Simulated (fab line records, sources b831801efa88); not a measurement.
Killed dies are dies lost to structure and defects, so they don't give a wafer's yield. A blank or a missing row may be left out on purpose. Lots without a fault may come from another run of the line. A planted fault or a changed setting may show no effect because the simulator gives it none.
A struck lot beside a sound one | flow sky130 | 17 steps out of a route of 708
Sound: wafers L207.1, L207.5, L207.6. Struck: wafers L211.1, L211.3, L211.5. The cause comes at the end.
At each step with rows: each side's tool, then ch and its chambers, then its first start. Under that, the readings that differ: sound wafers | struck wafers | difference of the means | sigmas: that difference in standard deviations of wafers without a fault.
alike: readings whose means differ by less than 2 such deviations, and words and numbers that are the same on both sides. not compared: withheld readings, readings that some wafer has no value for, bounds like >300 that may hide the same value, and numbers for which the record gives no deviation and whose values overlap.
The two part at a step that has a row with sigmas, a row that says differs or no value, or rows on one side only. Numbers that don't overlap but have no deviation are shown without sigmas and don't part them. A reading that every wafer of one side lacks parts them only if that side has two wafers or more.

SKY_GATE_OXIDE_TW_MEAS_14:
  sound on film_metro-04, day 13 17:02; struck on film_metro-02, day 15 02:23
  alike: GATE_OXIDE_TW
then, 3 steps without rows for these wafers: SKY_GATE_OXIDE_CLEAN_15 (cleans in SC1/SC2, time 150 s); SKY_GATE_OXIDE_OXIDATION_16 (stabilise 600 s, purge 300 s, target thk 3.57 nm); SKY_POLY_GATE_CVD_00 (deposits poly-Si, target thk 180 nm, time 720 s).
SKY_POLY_GATE_THK_MEAS_01:
  sound on film_metro-03, day 13 21:12; struck on film_metro-02, day 15 06:42
  alike: POLY_GATE_CVD_00_THK
then, 7 steps without rows for these wafers: SKY_RES_PROTECT_DEHYDRATE_00 (time 60 s); SKY_RES_PROTECT_HMDS_01 (prime time 60 s); SKY_RES_PROTECT_COAT_02 (resist thk 1140 nm); SKY_RES_PROTECT_SOFTBAKE_03 (time 60 s); SKY_RES_PROTECT_EXPOSE_04 (exposes mask RPM, target cd 1270 nm); SKY_RES_PROTECT_PEB_05; SKY_RES_PROTECT_DEVELOP_06 (develop time 60 s).
SKY_POLY_GATE_IMPLANT_02:
  sound on implanter-01 ch 0, day 14 23:01; struck on implanter-01 ch 0, day 16 10:40
  reading                   | sound             | struck            | difference | sigmas
  implant_ion_amu           | 31 31 31          | 75 75 75          | +44        |
  model.implant.rp_nm (nm)  | 36.95 36.95 36.95 | 21.68 21.68 21.68 | -15.27     |
  model.implant.drp_nm (nm) | 16.6 16.6 16.6    | 9.641 9.641 9.641 | -6.959     |
SKY_RES_PROTECT_STRIP_07: strips in O2/N2.
  sound on plasma_asher-03 ch 0,1, day 14 23:10; struck on plasma_asher-03 ch 1, day 16 10:49
  reading                      | sound             | struck            | difference | sigmas
  oes_product_au (a.u.)        | 0.519 0.513 0.515 | 0.561 0.562 0.560 | +0.045     | +10
  strip_time_to_endpoint_s (s) | 23.25 23.26 23.22 | 20.48 20.44 20.49 | -2.77      | -77
  alike: drypump_motor_current_A, o2_flow_sccm
  not compared: rf_hours_counter_h
SKY_RES_PROTECT_TW_MEAS_08:
  sound on film_metro-01, day 14 23:16; struck on film_metro-03, day 16 10:55
  reading      | sound          | struck         | difference | sigmas
  POLY_GATE_TW | 4070 4060 4084 | 3579 3598 3600 | -479       | -22
then, 1 step without rows for these wafers: SKY_RES_PROTECT_CLEAN_09 (cleans in SC1/SC2, time 150 s).
-- the record jumps here: 30 days lie between the struck wafers' starts before and after (it left off in module RES_PROTECT and takes up again in module PAD_OPEN, whose first step shown is number 708 of the route) --
SKY_PAD_OPEN_PROBE_99:
  sound on prober-01, day 45 13:47; struck on prober-01, day 46 17:50
  reading                          | sound             | struck            | difference | sigmas
  model.etest.res_poly.line_ohm_um | 534.5 527.5 514.6 | 685.2 656.4 657.1 | +140.7     |
  model.etest.licon_poly.rc_ohm    | 147.9 151.3 150.7 | 208.7 197.1 202.6 | +52.8      |
  model.etest.res_poly.rs_ohm_sq   | 49.48 49.09 49.28 | 62.97 62.52 62.99 | +13.54     |
  alike: killed_at_M0_to_M3, killed_at_M4_up, killed_at_contacts, killed_at_front_end, killed_at_other, killed_dies, killed_open, killed_short

WHERE THEY PART
First at SKY_RES_PROTECT_STRIP_07; last, within this record, at SKY_RES_PROTECT_TW_MEAS_08. Later steps at which nothing parts them and some readings are alike: SKY_PAD_OPEN_PROBE_99.

WHY: what the simulator had put in
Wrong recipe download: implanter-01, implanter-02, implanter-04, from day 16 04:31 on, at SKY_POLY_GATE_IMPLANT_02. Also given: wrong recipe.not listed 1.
